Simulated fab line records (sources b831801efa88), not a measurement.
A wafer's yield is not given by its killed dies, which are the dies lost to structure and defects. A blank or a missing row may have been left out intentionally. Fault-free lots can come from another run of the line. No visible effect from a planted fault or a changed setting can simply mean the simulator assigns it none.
Code-filled problem report in 8D (eight disciplines) form    flow gf180mcu    the parts of the form that need people (team, actions taken, sign-off) are left out

## 1. THE ISSUE
Wafers without a fault read 5.000 Pa, standard deviation 0.0094; chamberPressurePa at GF_V4_SPUTTER_21 reads a mean of 4.316 Pa on 9 wafers belonging to 3 lots. That is -73 standard deviations from the usual mean.
The step: material Ti, target thk 15 nm, time 80.02 s.
Seen first at day 27 22:47 on pvdSputter-02, wafer L363.1. The record holds 39 wafers of 13 lots with a number at this step. The rule behind "out" and "out of limits": a value lying over 4 standard deviations away from the usual mean. All remaining wafers that have a number are taken as sound.

## 2. WHAT IT IS, AND WHAT IT ISN'T
question                     is                      is not
which readings at this step  chamberPressurePa       -
which lots                   L363, L364, L366        L352, L353, L355, L356, L358, L359, L360, L370, L373, L374
which wafers of those lots   all that have a number  -
read on which tools          pvdSputter-02           pvdSputter-01, pvdSputter-04
when                         from day 27 22:47       up to then (21 sound wafers); but 9 sound wafers of L370, L373, L374 came after

## 3. THE SUSPECTS, EACH WITH WHAT RULES IT OUT
Counting: a tool stays on the suspect list if, at a process step up to the reading, it processed all lots that are out and no sound lot following the first of them.
- pvdSputter-02 at GF_V4_SPUTTER_21 (material Ti, target thk 15 nm, time 80.02 s): kept. All lots that are out passed through it, beginning with L363 at day 27 22:47, and no sound lot followed; its final sound lot before that point was L360 at day 27 01:55. Its own chamberPressurePa readings are out on those wafers.
Left after counting: pvdSputter-02 at GF_V4_SPUTTER_21.

## 4. THE CAUSE (what the simulator had put in)
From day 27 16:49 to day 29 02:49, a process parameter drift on pvdSputter-02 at GF_V4_SPUTTER_21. Setting chamberPressurePa, moved by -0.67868, from 5. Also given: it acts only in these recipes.
Only this tool survived the counting.

## 5. THE CHAIN OF EFFECTS, in route order
One row per reading whose mean, taken over the struck wafers that have a number, lies over 3 standard deviations from the usual. Only readings whose record carries a usual standard deviation are examined. hours: median over the lots of the time between each lot's start at the first step of this table that gives one and its start at this step. sigmas: the change, counted in usual standard deviations.
hours  step              reading            usual     on struck wafers  change  sigmas
0      GF_V4_SPUTTER_21  chamberPressurePa  5.000 Pa  4.316             -0.684  -73
Here are the process steps it includes:
- GF_V4_SPUTTER_21: material Ti, target thk 15 nm, time 80.02 s.

## 6. WHAT WOULD HAVE CAUGHT IT SOONER
6 hours passed between the start of the fault at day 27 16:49 and the first reading out of limits in this record, taken at day 27 22:47.
